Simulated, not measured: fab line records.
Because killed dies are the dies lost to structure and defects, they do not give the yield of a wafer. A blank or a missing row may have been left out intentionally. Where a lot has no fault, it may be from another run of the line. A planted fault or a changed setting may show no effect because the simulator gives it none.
Matching of chambers | flow gf180mcu | GF_STI_CMP_25 on cmp-02 has 4 sister chambers
The step polishes, stops on Si3N4, t overpolish 33 s, target thk 524.6 nm. 8 wafers are shown with their chamber, then 9 later ones without.

## EACH WAFER AND ITS CHAMBER
wafer  | chamber | motor current A (A) | overpolish run s (s)
L509.1 | 1       | 11.2                | 32.995
L509.4 | 0       | 12.1                | 33.006
L510.3 | 1       | 11.2                | 33.006
L514.2 | 0       | 12.2                | 32.998
L514.3 | 3       | 10.8                | 32.997
L522.1 | 3       | 11.2                | 32.986
L522.4 | 2       | 11.2                | 32.991
L522.5 | 2       | 10.5                | 32.990

## WAFERS WITHOUT THEIR CHAMBER
wafer  | motor current A (A) | overpolish run s (s)
L523.1 | 10.5                | 33.003
L523.3 | 11.4                | 33.003
L523.4 | 12.5                | 32.998
L525.1 | 10.7                | 32.989
L525.4 | 11.0                | 33.002
L525.5 | 12.9                | 32.993
L526.3 | 11.4                | 33.014
L526.4 | 11.9                | 32.996
L526.5 | 10.2                | 32.999

## CHAMBER TAKEN BY EACH
wafer  | from the rows above               | in truth
L523.1 | can't be placed: 2 or 1 or 3      | 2
L523.3 | can't be placed: 1 or 3 or 0 or 2 | 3
L523.4 | 0                                 | 0
L525.1 | can't be placed: 2 or 3 or 1      | 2
L525.4 | can't be placed: 1 or 3 or 2      | 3
L525.5 | 0                                 | 0
L526.3 | can't be placed: 1 or 0 or 3 or 2 | 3
L526.4 | can't be placed: 0 or 1 or 3      | 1
L526.5 | can't be placed: 2 or 3 or 1      | 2
Correct placement for 2 of the 9. Cannot be placed on the basis of these rows: 7; the candidates contain the true chamber in 7. 0 placed wrongly.
How it was worked out, from the rows above alone: a wafer's distance from a chamber is the root of the sum, over the readings, of the square of ((its reading less the chamber's mean) divided by the reading's scatter). The wafer belongs to the nearest chamber; if the next one is less than 2 further off, it can't be placed. The mean given for a chamber averages the wafers shown for that chamber. The scatter is the square root of a quotient: the sum, over the shown wafers, of each reading's squared deviation from its chamber's mean, divided by wafers minus chambers.
